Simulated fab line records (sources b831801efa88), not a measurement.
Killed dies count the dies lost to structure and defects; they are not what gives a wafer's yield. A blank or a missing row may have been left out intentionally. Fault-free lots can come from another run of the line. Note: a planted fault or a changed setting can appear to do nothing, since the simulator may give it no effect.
Which of the tools did it?	flow sky130	route of 708 steps, sampled at 1 step: 13 lots, 39 wafers

WHAT THE GAUGES READ, wafer by wafer
SKY_SD_N_RS_MEAS_17: the measuring method here is four-point-probe.
lot	measured	on	SD_P_RS (ohm/sq)
L298	day 29 08:22	film metro-04	147.3 147.4 146.9
L297	day 29 10:18	film metro-03	147.6 147.7 147.7
L299	day 29 10:44	film metro-04	148.3 147.2 147.6
L300	day 29 12:42	film metro-04	147.0 147.4 147.1
L302	day 30 12:17	film metro-03	147.1 147.3 147.0
L303	day 30 17:52	film metro-01	147.2 147.5 147.0
L311	day 32 22:08	film metro-01	146.8 146.9 147.5
L312	day 33 00:10	film metro-03	147.8 147.9 147.5
L313	day 33 05:15	film metro-03	147.3 147.0 147.5
L315	day 34 01:50	film metro-03	147.5 147.9 147.5
L316	day 34 08:07	film metro-04	147.4 147.2 147.4
L318	day 35 06:22	film metro-04	147.6 147.7 147.3
L319	day 35 12:41	film metro-04	147.4 148.0 147.7

TOOL THAT RAN EACH LOT (tool first, then ch and the chambers of the sampled wafers, then the start)
There is no process step in the record ahead of these readings.

WHAT THE TOOLS THEMSELVES READ (means of the sampled wafers that have a number; where no wafer has one, the mark that the record gives instead)
The record holds no such reading with a usual standard deviation.

THE ANSWER, worked out from the rows above alone
Rule: what is usual is taken from the lots themselves. Put in order of their means at a reading, lots are off if they are a third of the lots or fewer, leave a main group of 4 or more, and stand apart from it by a gap of 3 or more times the standard deviation of the main group's means; of several such gaps the widest counts. The tables above print the reading to a certain number of digits; a main group whose means all agree to those digits is not used. Also off: a lot with no number at a reading for which 4 or more lots have one. The other lots that the step has rows for count as sound. Order of review: gauges by route order, followed by the tools' own readings, for which a lot's mean as printed above is used. At the first step where some lot is off, the reading lying furthest off is the one used; lots without a number count as furthest.
Across all readings shown, no lot is off: no conclusion can be drawn from this.

WHAT HAD BEEN PUT IN BY THE SIMULATOR
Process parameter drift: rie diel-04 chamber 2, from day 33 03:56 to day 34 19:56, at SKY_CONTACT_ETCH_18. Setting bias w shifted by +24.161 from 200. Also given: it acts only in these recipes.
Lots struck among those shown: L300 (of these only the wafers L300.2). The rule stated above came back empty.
